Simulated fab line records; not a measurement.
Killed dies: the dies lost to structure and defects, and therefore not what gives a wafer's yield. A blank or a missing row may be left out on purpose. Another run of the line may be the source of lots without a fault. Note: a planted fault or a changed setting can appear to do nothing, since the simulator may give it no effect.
A single fault, viewed from 2 desks | flow sky130 | every desk sees just its own numbers, and what lay behind them comes last

TOOL OWNER'S DESK, rieDiel-03
The tool's own readings at SKY_VIA3_ETCH_14 (etches BARC in N2/H2, stops on SiO2, time 45.9 s, target depth 60 nm): means of the sampled wafers that have a number, for each lot that ran on this tool. If a lot's mean is further than 4 standard deviations from the usual mean, the lot is out of limits and carries the mark OUT (the distance appears in the brackets).
Columns: A = drypumpMotorCurrentA at SKY_VIA3_ETCH_14, usual 5.8 A; B = oesProductAu at SKY_VIA3_ETCH_14, usual 0.855 a.u.; C = runLengthS at SKY_VIA3_ETCH_14, usual 74.3 s; D = throttleValvePct at SKY_VIA3_ETCH_14, usual 13.225 %
lot  | first seen here | A   | B                | C    | D
L165 | day 41 12:37    | 5.8 | 0.881 (+5.4) OUT | 73.0 | 13.218
L166 | day 41 17:37    | 5.9 | 0.884 (+5.9) OUT | 73.1 | 13.230
L177 | day 46 10:14    | 5.9 | 0.854            | 74.8 | 13.225
This desk's verdict: out of limits on L165, L166, starting with L165 at day 41 12:37 (oesProductAu at SKY_VIA3_ETCH_14). L177 stayed within limits.

METROLOGY DESK
Means of the sampled wafers that have a number, per lot and without regard to the tool the lot ran on: this is what the gauges read. If a lot's mean is further than 4 standard deviations from the usual mean, the lot is out of limits and carries the mark OUT (the distance appears in the brackets).
Columns: A = VIA3_BOW at SKY_VIA3_BOW_MEAS_03, usual 80 um; B = cdNm at SKY_VIA3_CD_MEAS_12, usual 199.9 nm; C = VIA3_OVL at SKY_VIA3_OVL_MEAS_13, usual -4 nm
lot  | first seen here | A  | B     | C
L165 | day 40 12:20    | 75 | 201.0 | -4
L166 | day 40 17:47    | 88 | 200.8 | 1
L171 | day 42 03:38    | 81 | 200.7 | -6
L172 | day 42 13:32    | 79 | 200.9 | 3
L176 | day 43 21:58    | 87 | 200.0 | -4
L177 | day 45 13:38    | 76 | 200.5 | -6
This desk found nothing out of limits on any of the 6 lots.

TAKEN TOGETHER
The tool owner's desk could have raised an alarm at day 41 12:37, on L165, L166.
At the metrology desk, nothing out of limits was observed.
The metrology desk has L165, L166 on record, within its limits.
All the named lots went through SKY_VIA3_ETCH_14 on rieDiel-03.

WHAT THE SIMULATOR HAD PUT IN
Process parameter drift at SKY_VIA3_ETCH_14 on rieDiel-03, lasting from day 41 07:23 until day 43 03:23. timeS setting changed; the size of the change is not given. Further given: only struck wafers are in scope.
Shown lots that were struck: L165, L166.
How many hours passed from the start of the fault until each desk's first out-of-limits reading: the tool owner's desk, 5.
